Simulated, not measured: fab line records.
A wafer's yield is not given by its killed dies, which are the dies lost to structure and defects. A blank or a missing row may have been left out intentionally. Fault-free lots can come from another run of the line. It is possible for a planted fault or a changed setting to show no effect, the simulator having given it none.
A lot that was struck, set against a sound lot / flow gf180mcu / 43 steps out of a route of 602
Sound: these wafers, L651.3, L651.5, L651.6. Wafers struck: L648.2, L648.4, L648.6. At the end, the cause is stated.
Per side, at each step with rows, come the tool, then ch with its chambers, and then its first start. Under that, the readings that differ: sound wafers / struck wafers / difference of the means / sigmas: that difference in standard deviations of wafers without a fault.
alike: readings with means less than 2 such deviations apart, plus words and numbers identical on both sides. not compared: withheld readings, readings lacking a value on some wafer, bounds such as >300 that could conceal the same value, and numbers that have no deviation in the record and whose values overlap.
Wherever a step has rows on one side only, a row that says differs or no value, or a row with sigmas, the two part there. When numbers do not overlap yet have no deviation, they are printed without sigmas and do not part them. Lack of a reading on every wafer of one side parts them only where that side has two or more wafers.

GF_MVSD_STRIP_10: strips in O2/N2.
  sound on plasmaAsher-03 ch 0,1, day 7 14:20; struck on plasmaAsher-03 ch 0,1, day 6 21:46
  alike: chamberPressureMTorr, drypumpMotorCurrentA, heaterPowerW, oesProductAu, stripTimeToEndpointS
  not compared: rfHoursCounterH
GF_MVSD_TW_MEAS_11:
  sound: filmMetro-02 at day 7 14:25; struck: filmMetro-03 at day 6 21:53
  alike: MVSD_TW
then, 7 steps without rows for these wafers: GF_MVPSD_DEHYDRATE_00 (time 60 s); GF_MVPSD_HMDS_01 (prime time 60 s); GF_MVPSD_COAT_02 (resist thk 3000 nm); GF_MVPSD_SOFTBAKE_03; GF_MVPSD_EXPOSE_04 (exposes mask MVPSD, target cd 1000 nm); GF_MVPSD_PEB_05; GF_MVPSD_DEVELOP_06 (develop time 60 s).
GF_MVPSD_OVL_MEAS_07:
  sound: overlay-01 at day 8 06:10; struck: overlay-02 at day 7 13:42
  alike: MVPSD_OVL
then, 2 steps without rows for these wafers: GF_MVPSD_IMPLANT_08; GF_MVPSD_IMPLANT_09.
GF_MVPSD_STRIP_10: strips in O2/N2.
  sound on plasmaAsher-01 ch 0,1, day 8 06:31; struck on plasmaAsher-02 ch 0, day 7 14:02
  no value came back on the struck wafers for any of 5 readings (chamberPressureMTorr (mTorr), drypumpMotorCurrentA (A) and others); on the sound wafers chamberPressureMTorr (mTorr) reads 1501.3 1501.6 1498.4
reading=model.coat_of_MVPSD_COAT_02.thkNm (nm); sound=0 0 0; struck=3030 3025 3024; difference=+3026; sigmas=
  not compared: rfHoursCounterH
GF_MVPSD_TW_MEAS_11:
  sound: filmMetro-03 at day 8 06:36; struck: filmMetro-02 at day 7 14:08
reading=MVPSD_TW; sound=559 563 560; struck=551 550 550; difference=-10; sigmas=-3
then, 7 steps without rows for these wafers: GF_VT_IMPLANT_DEHYDRATE_00 (time 60 s); GF_VT_IMPLANT_HMDS_01 (prime time 60 s); GF_VT_IMPLANT_COAT_02 (resist thk 1000 nm); GF_VT_IMPLANT_SOFTBAKE_03 (time 60 s); GF_VT_IMPLANT_EXPOSE_04 (exposes mask LVPWELL LV AREA, target cd 600 nm); GF_VT_IMPLANT_PEB_05; GF_VT_IMPLANT_DEVELOP_06 (develop time 60 s).
GF_VT_IMPLANT_OVL_MEAS_07:
  sound: overlay-01 at day 8 23:01; struck: overlay-02 at day 8 04:55
  alike: VT_IMPLANT_OVL
following that, these wafers have no rows for 1 step: GF_VT_IMPLANT_IMPLANT_08.
GF_VT_IMPLANT_STRIP_09: strips in O2/N2.
  sound on plasmaAsher-02 ch 0,1, day 8 23:13; struck on plasmaAsher-02 ch 0,1, day 8 05:05
reading=oesProductAu (a.u.); sound=0.709 0.717 0.716; struck=0.739 0.734 0.721; difference=+0.017; sigmas=+4
reading=stripTimeToEndpointS (s); sound=12.62 12.60 12.61; struck=57.62 57.55 57.56; difference=+44.97; sigmas=+99 or more
  alike: chamberPressureMTorr, drypumpMotorCurrentA, heaterPowerW
  not compared: rfHoursCounterH
GF_VT_IMPLANT_TW_MEAS_10:
  sound: filmMetro-03 at day 8 23:18; struck: filmMetro-03 at day 8 05:12
reading=VT_IMPLANT_TW; sound=569 573 577; struck=31 31 30; difference=-542; sigmas=-99 or more
then, 7 steps without rows for these wafers: GF_VT_IMPLANT_DEHYDRATE_11 (time 60 s); GF_VT_IMPLANT_HMDS_12 (prime time 60 s); GF_VT_IMPLANT_COAT_13 (resist thk 1000 nm); GF_VT_IMPLANT_SOFTBAKE_14 (time 60 s); GF_VT_IMPLANT_EXPOSE_15 (exposes mask Nwell LV AREA, target cd 860 nm); GF_VT_IMPLANT_PEB_16; GF_VT_IMPLANT_DEVELOP_17 (develop time 60 s).
GF_VT_IMPLANT_OVL_MEAS_18:
  sound: overlay-02 at day 9 15:37; struck: overlay-02 at day 8 21:56
  alike: VT_IMPLANT_01_OVL
following that, these wafers have no rows for 1 step: GF_VT_IMPLANT_IMPLANT_19.
GF_VT_IMPLANT_STRIP_20: strips in O2/N2.
  sound on plasmaAsher-04 ch 0,1, day 9 15:50; struck on plasmaAsher-04 ch 0,1, day 8 22:07
  alike: chamberPressureMTorr, drypumpMotorCurrentA, heaterPowerW, oesProductAu, stripTimeToEndpointS
  not compared: rfHoursCounterH
GF_VT_IMPLANT_TW_MEAS_21:
  sound: filmMetro-04 at day 9 15:55; struck: filmMetro-04 at day 8 22:14
  alike: VT_IMPLANT_2_TW
then, 6 steps without rows for these wafers: GF_VT_IMPLANT_DEHYDRATE_22 (time 60 s); GF_VT_IMPLANT_HMDS_23 (prime time 60 s); GF_VT_IMPLANT_COAT_24 (resist thk 1000 nm); GF_VT_IMPLANT_SOFTBAKE_25 (time 60 s); GF_VT_IMPLANT_EXPOSE_26 (exposes mask LVPWELL HV AREA, target cd 860 nm); GF_VT_IMPLANT_PEB_27.
-- the record jumps here: 10 days lie between the struck wafers' starts before and after (it left off in module VT_IMPLANT and takes up again in module SAB, whose first step shown is number 275 of the route) --
GF_SAB_ETCH_11: etches SiO2 in C4F8/O2/Ar, target depth 55 nm, time 8.5 s.
  sound on rieDiel-04 ch 0,1, day 19 21:49; struck on rieDiel-02 ch 0,1, day 18 19:10
reading=model.SAB.cdNm (nm); sound=420.1 419.5 421.5; struck=413 409.6 411.6; difference=-9; sigmas=
  alike: oesProductAu
  not compared: rfHoursCounterH

WHERE THEY PART
At GF_MVPSD_STRIP_10 first; at GF_VT_IMPLANT_TW_MEAS_10 last (within this record only). Later steps at which nothing parts them and some readings are alike: GF_VT_IMPLANT_OVL_MEAS_18, GF_VT_IMPLANT_STRIP_20, GF_VT_IMPLANT_TW_MEAS_21, GF_SAB_ETCH_11.

WHY: the cause the simulator had injected
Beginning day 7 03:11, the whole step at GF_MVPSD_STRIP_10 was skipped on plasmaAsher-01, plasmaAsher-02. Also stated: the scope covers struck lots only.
